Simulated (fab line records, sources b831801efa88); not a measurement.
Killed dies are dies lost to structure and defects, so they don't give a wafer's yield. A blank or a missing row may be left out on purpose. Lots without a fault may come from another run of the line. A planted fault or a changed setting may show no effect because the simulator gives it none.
Split-lot experiment | flow sfq_line | 5 lots, 23 wafers read, on a route of 325 steps

THE SPLIT
At SFQ_TRILAYER_M4_LITHO_PEB_096 (peb time 60 s), the setting peb_temp_c was moved away from the recipe's 115 C on 11 of the 23 wafers read, by -2.7% to +3.1%. The other wafers ran this setting at the recipe's value.

The file shows no step between the split and the reading.

THE READING
M4.cd_nm (the simulator's own value, which no gauge read), in nm, at SFQ_TRILAYER_M4_BARC_OPEN_METAL_ETCH_123 (etches BARC in O2, target depth 125 nm, time 41.7 s). The file gives no usual value for it. The 12 wafers here that ran the recipe average 500.5 nm, standard deviation 0.95 nm.

wafer  | tool, chamber at the split | peb_temp_c as run, C | against the recipe | M4.cd_nm, nm | against lot-mates on the recipe
L074.2 | litho_track-02, 0          | 117.4                | +2.1%              | 459.6        | -40.3
L074.3 | litho_track-02, 0          | 115                  | recipe             | 498.9        | -
L074.4 | litho_track-02, 0          | 115                  | recipe             | 500          | -
L074.5 | litho_track-02, 0          | 117.4                | +2.1%              | 458          | -41.9
L074.6 | litho_track-02, 0          | 115                  | recipe             | 500.7        | -
L079.1 | litho_track-02, 0          | 115                  | recipe             | 501.9        | -
L079.3 | litho_track-02, 0          | 115                  | recipe             | 500.3        | -
L079.6 | litho_track-02, 0          | 115                  | recipe             | 499.4        | -
L081.1 | litho_track-03, 0          | 115                  | recipe             | 499.7        | -
L081.2 | litho_track-03, 0          | 112.2                | -2.4%              | 558.4        | +58.2
L081.3 | litho_track-03, 0          | 112.2                | -2.4%              | 557.8        | +57.6
L081.4 | litho_track-03, 0          | 115                  | recipe             | 500.6        | -
L081.6 | litho_track-03, 0          | 112.2                | -2.4%              | 557.9        | +57.8
L084.1 | litho_track-03, 0          | 115                  | recipe             | 501          | -
L084.3 | litho_track-03, 0          | 118.6                | +3.1%              | 444.2        | -57.2
L084.4 | litho_track-03, 0          | 115                  | recipe             | 501.8        | -
L084.5 | litho_track-03, 0          | 118.6                | +3.1%              | 443.4        | -58.0
L084.6 | litho_track-03, 0          | 118.6                | +3.1%              | 444.6        | -56.8
L085.2 | litho_track-01, 0          | 111.9                | -2.7%              | 564          | +63.3
L085.3 | litho_track-01, 0          | 111.9                | -2.7%              | 563.6        | +62.9
L085.4 | litho_track-01, 0          | 115                  | recipe             | 501.7        | -
L085.5 | litho_track-01, 0          | 111.9                | -2.7%              | 564.3        | +63.6
L085.6 | litho_track-01, 0          | 115                  | recipe             | 499.7        | -

THE FIT
A straight line over all 23 wafers: M4.cd_nm changes by -21 nm for each +1% of peb_temp_c; r = -1.00; the points scatter about the line by 3.9 nm.
The same after taking each lot's own level away (the mean of its wafers on the recipe; 23 wafers): -21.1 nm for each +1%; r = -1.00; scatter 3.7 nm.
On that fit, the largest move of peb_temp_c shifts the reading by 66 nm.
The lots' own levels span 499.87 to 501.40 nm, that is 1.6 times the standard deviation above.
So the lot-to-lot level changes the slope little: the two slopes agree.
Check: with one of the wafers moved furthest among these (+3.1%) left out of the fit, the line predicts -64.2 nm for it against its lot-mates. It came out at -57.2 nm against them.

OTHER SPLITS ON THESE WAFERS
These wafers also went through other splits before the reading. Each is held against what the fit with the lots' levels taken away leaves over:
other split on the same wafers               | wafers away from the commonest value | r with M4.cd_nm (lot level and that fit taken away)
SFQ_TRILAYER_I3_VIA_LITHO_COAT_085 spin_rpm  | 7                                    | -0.02
SFQ_TRILAYER_I3_VIA_LITHO_PEB_088 peb_temp_c | 10                                   | -0.04
SFQ_TRILAYER_M4_DEP_SPUTTER_091 time_s       | 8                                    | +0.07

THE FILE'S OWN FIT
M4.cd_nm changes by -21.1 nm for each +1% of peb_temp_c, r = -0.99.
